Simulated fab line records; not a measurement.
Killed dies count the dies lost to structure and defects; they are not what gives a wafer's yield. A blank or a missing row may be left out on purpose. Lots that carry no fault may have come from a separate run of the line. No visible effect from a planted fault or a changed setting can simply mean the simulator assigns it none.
What tool caused it? || flow sfq_line || 14 lots, 42 wafers sampled, at 3 steps of a route of 325

WHAT THE GAUGES SHOWED, per wafer
SFQ_M0_OVL_MEAS_906.
{"lot": "L545", "measured": "day 8 08:52", "on": "overlay-02", "M0_OVL (nm)": "-4 -5 -4"}
{"lot": "L546", "measured": "day 8 12:28", "on": "overlay-01", "M0_OVL (nm)": "0 -5 2"}
{"lot": "L547", "measured": "day 8 13:40", "on": "overlay-01", "M0_OVL (nm)": "3 0 3"}
{"lot": "L549", "measured": "day 9 04:04", "on": "overlay-01", "M0_OVL (nm)": "-1 0 0"}
{"lot": "L551", "measured": "day 9 14:40", "on": "overlay-02", "M0_OVL (nm)": "1 2 -2"}
{"lot": "L553", "measured": "day 11 00:31", "on": "overlay-01", "M0_OVL (nm)": "-3 -2 -1"}
{"lot": "L554", "measured": "day 14 14:49", "on": "overlay-01", "M0_OVL (nm)": "-2 -2 -2"}
{"lot": "L555", "measured": "day 15 02:49", "on": "overlay-02", "M0_OVL (nm)": "1 2 8"}
{"lot": "L556", "measured": "day 15 08:48", "on": "overlay-01", "M0_OVL (nm)": "2 5 9"}
{"lot": "L559", "measured": "day 16 09:36", "on": "overlay-01", "M0_OVL (nm)": "1 -1 -2"}
{"lot": "L563", "measured": "day 17 18:17", "on": "overlay-02", "M0_OVL (nm)": "1 -3 -5"}
{"lot": "L565", "measured": "day 18 19:54", "on": "overlay-01", "M0_OVL (nm)": "2 5 5"}
{"lot": "L566", "measured": "day 19 01:53", "on": "overlay-01", "M0_OVL (nm)": "-12 -8 -7"}
{"lot": "L568", "measured": "day 19 12:42", "on": "overlay-02", "M0_OVL (nm)": "-5 -7 -9"}

SFQ_I0_BOW_MEAS_907.
{"lot": "L545", "measured": "day 8 12:56", "on": "film_metro-03", "I0_BOW (um)": "-10 -3 -6"}
{"lot": "L546", "measured": "day 8 16:32", "on": "film_metro-03", "I0_BOW (um)": "-11 -4 -15"}
{"lot": "L547", "measured": "day 8 17:45", "on": "film_metro-01", "I0_BOW (um)": "-4 4 6"}
{"lot": "L549", "measured": "day 9 09:42", "on": "film_metro-04", "I0_BOW (um)": "-13 0 0"}
{"lot": "L551", "measured": "day 9 21:04", "on": "film_metro-03", "I0_BOW (um)": "0 1 7"}
{"lot": "L553", "measured": "day 11 08:18", "on": "film_metro-04", "I0_BOW (um)": "1 -6 -2"}
{"lot": "L554", "measured": "day 14 18:55", "on": "film_metro-01", "I0_BOW (um)": "8 2 -2"}
{"lot": "L555", "measured": "day 15 07:06", "on": "film_metro-01", "I0_BOW (um)": "5 13 12"}
{"lot": "L556", "measured": "day 15 13:39", "on": "film_metro-01", "I0_BOW (um)": "-3 2 -14"}
{"lot": "L559", "measured": "day 16 13:41", "on": "film_metro-03", "I0_BOW (um)": "-7 2 0"}
{"lot": "L563", "measured": "day 17 22:22", "on": "film_metro-04", "I0_BOW (um)": "1 -2 13"}
{"lot": "L565", "measured": "day 19 02:04", "on": "film_metro-04", "I0_BOW (um)": "1 -6 -3"}
{"lot": "L566", "measured": "day 19 06:14", "on": "film_metro-03", "I0_BOW (um)": "2 4 4"}
{"lot": "L568", "measured": "day 19 17:05", "on": "film_metro-03", "I0_BOW (um)": "3 -9 -3"}

WHICH TOOL RAN EACH LOT (tool, then ch and the chambers of the sampled wafers, then the start)
{"lot": "L545", "SFQ_TRILAYER_M0_DEP_SPUTTER_019": "pvd_sputter-06, day 5 03:47"}
{"lot": "L546", "SFQ_TRILAYER_M0_DEP_SPUTTER_019": "pvd_sputter-06, day 5 07:23"}
{"lot": "L547", "SFQ_TRILAYER_M0_DEP_SPUTTER_019": "pvd_sputter-05, day 5 11:23"}
{"lot": "L549", "SFQ_TRILAYER_M0_DEP_SPUTTER_019": "pvd_sputter-05, day 5 23:36"}
{"lot": "L551", "SFQ_TRILAYER_M0_DEP_SPUTTER_019": "pvd_sputter-05, day 6 12:11"}
{"lot": "L553", "SFQ_TRILAYER_M0_DEP_SPUTTER_019": "pvd_sputter-06, day 7 11:52"}
{"lot": "L554", "SFQ_TRILAYER_M0_DEP_SPUTTER_019": "pvd_sputter-06, day 9 21:35"}
{"lot": "L555", "SFQ_TRILAYER_M0_DEP_SPUTTER_019": "pvd_sputter-04, day 10 05:59"}
{"lot": "L556", "SFQ_TRILAYER_M0_DEP_SPUTTER_019": "pvd_sputter-06, day 10 10:47"}
{"lot": "L559", "SFQ_TRILAYER_M0_DEP_SPUTTER_019": "pvd_sputter-04, day 11 08:45"}
{"lot": "L563", "SFQ_TRILAYER_M0_DEP_SPUTTER_019": "pvd_sputter-05, day 12 12:21"}
{"lot": "L565", "SFQ_TRILAYER_M0_DEP_SPUTTER_019": "pvd_sputter-05, day 13 05:09"}
{"lot": "L566", "SFQ_TRILAYER_M0_DEP_SPUTTER_019": "pvd_sputter-06, day 13 11:09"}
{"lot": "L568", "SFQ_TRILAYER_M0_DEP_SPUTTER_019": "pvd_sputter-05, day 13 20:45"}
- SFQ_TRILAYER_M0_DEP_SPUTTER_019: material Nb, target thk 200 nm, time 133.3 s.

AS READ BY THE TOOLS THEMSELVES (means over the sampled wafers that have a number; for cases with no such wafer, the mark the record gives instead)
SFQ_TRILAYER_M0_DEP_SPUTTER_019.
{"lot": "L545", "tool": "pvd_sputter-06", "throttle_valve_pct (%)": 29.0}
{"lot": "L546", "tool": "pvd_sputter-06", "throttle_valve_pct (%)": 29.1}
{"lot": "L547", "tool": "pvd_sputter-05", "throttle_valve_pct (%)": 30.1}
{"lot": "L549", "tool": "pvd_sputter-05", "throttle_valve_pct (%)": 30.7}
{"lot": "L551", "tool": "pvd_sputter-05", "throttle_valve_pct (%)": 30.7}
{"lot": "L553", "tool": "pvd_sputter-06", "throttle_valve_pct (%)": 27.9}
{"lot": "L554", "tool": "pvd_sputter-06", "throttle_valve_pct (%)": 29.0}
{"lot": "L555", "tool": "pvd_sputter-04", "throttle_valve_pct (%)": 30.4}
{"lot": "L556", "tool": "pvd_sputter-06", "throttle_valve_pct (%)": 29.9}
{"lot": "L559", "tool": "pvd_sputter-04", "throttle_valve_pct (%)": 30.6}
{"lot": "L563", "tool": "pvd_sputter-05", "throttle_valve_pct (%)": 30.9}
{"lot": "L565", "tool": "pvd_sputter-05", "throttle_valve_pct (%)": 30.9}
{"lot": "L566", "tool": "pvd_sputter-06", "throttle_valve_pct (%)": 29.2}
{"lot": "L568", "tool": "pvd_sputter-05", "throttle_valve_pct (%)": 30.3}

THE ANSWER, worked out from the rows above alone
Rule: the lots themselves supply what counts as usual. The widest of any qualifying gaps counts: lots, ordered by their means at a reading, are off when they make up no more than a third of the lots, leave a main group of 4 or more, and stand apart from it by 3 or more times the standard deviation of that group's means. Not used: any main group whose means are identical at the precision the tables above print for the reading. A lot without any number at a reading at which 4 lots or more have one is off too. The other lots that the step has rows for count as sound. First the gauges in route order, then the tools' own readings, where a lot's mean is used as printed above. The first step at which some lot is off is used, and at that step the reading that is off furthest; a lot without a number counts as furthest.
Nothing can be told from this: no lot is off at any reading shown.

WHAT THE SIMULATOR HAD PUT IN
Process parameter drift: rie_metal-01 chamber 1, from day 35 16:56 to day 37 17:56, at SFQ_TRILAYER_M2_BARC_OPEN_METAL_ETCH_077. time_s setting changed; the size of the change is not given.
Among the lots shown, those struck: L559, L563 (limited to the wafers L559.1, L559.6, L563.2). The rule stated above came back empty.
